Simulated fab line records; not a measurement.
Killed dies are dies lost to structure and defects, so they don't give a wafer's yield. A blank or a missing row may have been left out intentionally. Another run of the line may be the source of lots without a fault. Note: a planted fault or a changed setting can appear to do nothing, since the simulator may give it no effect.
Which tool did it? | flow sky130 | Sampling: 6 lots, 18 wafers, 3 of 708 route steps

## WHAT EACH GAUGE READ, for each wafer
SKY_LOCAL_INTERCONNECT_RS_MEAS_01: measures by four-point-probe.
lot  | measured     | on           | LOCAL_INTERCONNECT_TIN_RS (ohm/sq)
L293 | day 30 00:39 | filmMetro-01 | 14.04 14.24 13.84
L296 | day 30 21:29 | filmMetro-02 | 13.88 14.09 14.16
L300 | day 32 04:23 | filmMetro-01 | 13.77 13.89 13.78
L303 | day 33 10:28 | filmMetro-02 | 13.99 13.98 13.99
L307 | day 34 09:07 | filmMetro-03 | 14.17 10.83 14.34
L312 | day 35 20:44 | filmMetro-02 | 14.29 14.19 14.13

## EACH LOT AND THE TOOL THAT RAN IT (in order: tool; ch and the chambers of the sampled wafers; start)
lot  | SKY_POLY_CUT_STRIP_12               | SKY_LOCAL_INTERCONNECT_SPUTTER_00
L293 | plasmaAsher-02 ch 1, day 25 01:40   | pvdSputter-04, day 30 00:34
L296 | plasmaAsher-04 ch 0,1, day 26 00:31 | pvdSputter-02, day 30 21:25
L300 | plasmaAsher-04 ch 0,1, day 27 05:59 | pvdSputter-04, day 32 04:18
L303 | plasmaAsher-04 ch 0,1, day 28 13:17 | pvdSputter-04, day 33 10:22
L307 | plasmaAsher-02 ch 0,1, day 29 16:58 | pvdSputter-04, day 34 09:02
L312 | plasmaAsher-03 ch 0,1, day 31 03:37 | pvdSputter-01, day 35 20:37
- SKY_POLY_CUT_STRIP_12: strips in O2/N2.
- SKY_LOCAL_INTERCONNECT_SPUTTER_00: material TiN, target thk 100 nm, time 83.3 s.

## THE ANSWER, worked out from the rows above alone
Rule: the usual values come from the lots themselves. Put in order of their means at a reading, lots are off if they are a third of the lots or fewer, leave a main group of 4 or more, and stand apart from it by a gap of 3 or more times the standard deviation of the main group's means; of several such gaps the widest counts. If all means in a main group match to the digits the tables above print for the reading, that group is not used. Also off: a lot with no number at a reading for which 4 or more lots have one. All remaining lots with rows at the step are treated as sound.
Off: at SKY_LOCAL_INTERCONNECT_RS_MEAS_01 (LOCAL_INTERCONNECT_TIN_RS), L307. The main group has a mean of 14.02 ohm/sq with a standard deviation of 0.13.
A tool fits if, at a process step before that reading, it ran every lot that is off, and no sound lot after the first of them. The gauges at SKY_LOCAL_INTERCONNECT_RS_MEAS_01 are tried like those tools. Can't be told from this: 3 tools fit, plasmaAsher-02 at SKY_POLY_CUT_STRIP_12, pvdSputter-04 at SKY_LOCAL_INTERCONNECT_SPUTTER_00, filmMetro-03 at SKY_LOCAL_INTERCONNECT_RS_MEAS_01.

## WHAT THE SIMULATOR HAD INSERTED
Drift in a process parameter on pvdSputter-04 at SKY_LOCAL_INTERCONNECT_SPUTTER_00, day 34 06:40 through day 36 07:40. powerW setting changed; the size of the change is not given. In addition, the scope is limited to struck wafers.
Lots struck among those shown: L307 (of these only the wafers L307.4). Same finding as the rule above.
